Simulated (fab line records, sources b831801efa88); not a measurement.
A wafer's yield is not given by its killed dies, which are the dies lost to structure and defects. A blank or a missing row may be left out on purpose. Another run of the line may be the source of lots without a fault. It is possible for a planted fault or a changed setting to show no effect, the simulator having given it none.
A lot that was struck, set against a sound lot + flow sky130 + 17 out of 708 route steps
Sound: the wafers L176.2, L176.3, L176.6. The struck wafers were L165.2, L165.3, L165.6. Last of all comes the cause.
Per side, at each step with rows, come the tool, then ch with its chambers, and then its first start. Under that, the readings that differ: sound wafers + struck wafers + difference of the means + sigmas: that difference in standard deviations of wafers without a fault.
alike: a reading whose means differ by less than 2 such deviations, as well as words and numbers matching on both sides. not compared: withheld readings; readings where some wafer has no value; bounds like >300 that might hide an equal value; numbers whose values overlap and for which the record gives no deviation.
Wherever a step has rows on one side only, a row that says differs or no value, or a row with sigmas, the two part there. Non-overlapping numbers with no deviation appear without sigmas and do not part them. Lack of a reading on every wafer of one side parts them only where that side has two or more wafers.

SKY_GATE_OXIDE_TW_MEAS_14:
  sound on film-metro-01 at day 20 17:32; struck on film-metro-04 at day 16 15:28
  alike: GATE_OXIDE_TW
then, 3 steps without rows for these wafers: SKY_GATE_OXIDE_CLEAN_15 (cleans in SC1/SC2, time 150 s); SKY_GATE_OXIDE_OXIDATION_16 (stabilise 600 s, purge 300 s, target thk 3.57 nm); SKY_POLY_GATE_CVD_00 (deposits poly-Si, target thk 180 nm, time 720 s).
SKY_POLY_GATE_THK_MEAS_01:
  sound on film-metro-03 at day 20 20:23; struck on film-metro-03 at day 16 19:13
  alike: POLY_GATE_CVD_00_THK
then, 7 steps without rows for these wafers: SKY_RES_PROTECT_DEHYDRATE_00 (time 60 s); SKY_RES_PROTECT_HMDS_01 (prime time 60 s); SKY_RES_PROTECT_COAT_02 (resist thk 1140 nm); SKY_RES_PROTECT_SOFTBAKE_03 (time 60 s); SKY_RES_PROTECT_EXPOSE_04 (exposes mask RPM, target cd 1270 nm); SKY_RES_PROTECT_PEB_05; SKY_RES_PROTECT_DEVELOP_06 (develop time 60 s).
SKY_POLY_GATE_IMPLANT_02:
  sound on implanter-03 ch 0, day 22 04:08; struck on implanter-03 ch 0, day 17 23:49
  alike: beam-energy-keV, beam-on-s
SKY_RES_PROTECT_STRIP_07: strips in O2/N2.
  sound on plasma-asher-04 ch 0,1, day 22 04:16; struck on plasma-asher-03 ch 0,1, day 17 23:56
| reading                      | sound             | struck            | difference | sigmas |
|------------------------------|-------------------|-------------------|------------|--------|
| oes-product-au (a.u.)        | 0.521 0.520 0.514 | 0.496 0.508 0.500 | -0.017     | -4     |
| strip-time-to-endpoint-s (s) | 23.34 23.33 23.33 | 25.12 25.21 25.15 | +1.83      | +41    |
  alike: drypump-motor-current-A
  not compared: rf-hours-counter-h
SKY_RES_PROTECT_TW_MEAS_08:
  sound on film-metro-03 at day 22 04:23; struck on film-metro-02 at day 18 00:23
| reading      | sound          | struck         | difference | sigmas |
|--------------|----------------|----------------|------------|--------|
| POLY_GATE_TW | 3982 3996 3990 | 4157 4133 4126 | +149       | +5     |
then, 1 step without rows for these wafers: SKY_RES_PROTECT_CLEAN_09 (cleans in SC1/SC2, time 150 s).
-- here the record skips 30 days between the struck wafers' starts before and after, leaving off in module RES_PROTECT and picking up in module PAD_OPEN (first step shown: number 708 of the route) --
SKY_PAD_OPEN_PROBE_99:
  sound on prober-02 at day 50 04:02; struck on prober-01 at day 47 15:17
| reading                          | sound             | struck            | difference | sigmas |
|----------------------------------|-------------------|-------------------|------------|--------|
| model.etest.res-poly.line-ohm-um | 496 495.2 477.5   | 351.4 356.5 369.4 | -130.5     |        |
| model.etest.licon-poly.rc-ohm    | 150.8 149.3 150   | 107.3 106.3 107.6 | -43.0      |        |
| model.etest.res-poly.rs-ohm-sq   | 47.17 46.84 47.45 | 35.28 35.43 35.74 | -11.67     |        |
  alike: killed_at_M0_to_M3, killed_at_M4_up, killed-at-contacts, killed-at-front-end, killed-at-other, killed-dies, killed-open, killed-short

WHERE THEY PART
First at SKY_RES_PROTECT_STRIP_07; last, within this record, at SKY_RES_PROTECT_TW_MEAS_08. Later steps at which nothing parts them and some readings are alike: SKY_PAD_OPEN_PROBE_99.

WHY: the cause the simulator had injected
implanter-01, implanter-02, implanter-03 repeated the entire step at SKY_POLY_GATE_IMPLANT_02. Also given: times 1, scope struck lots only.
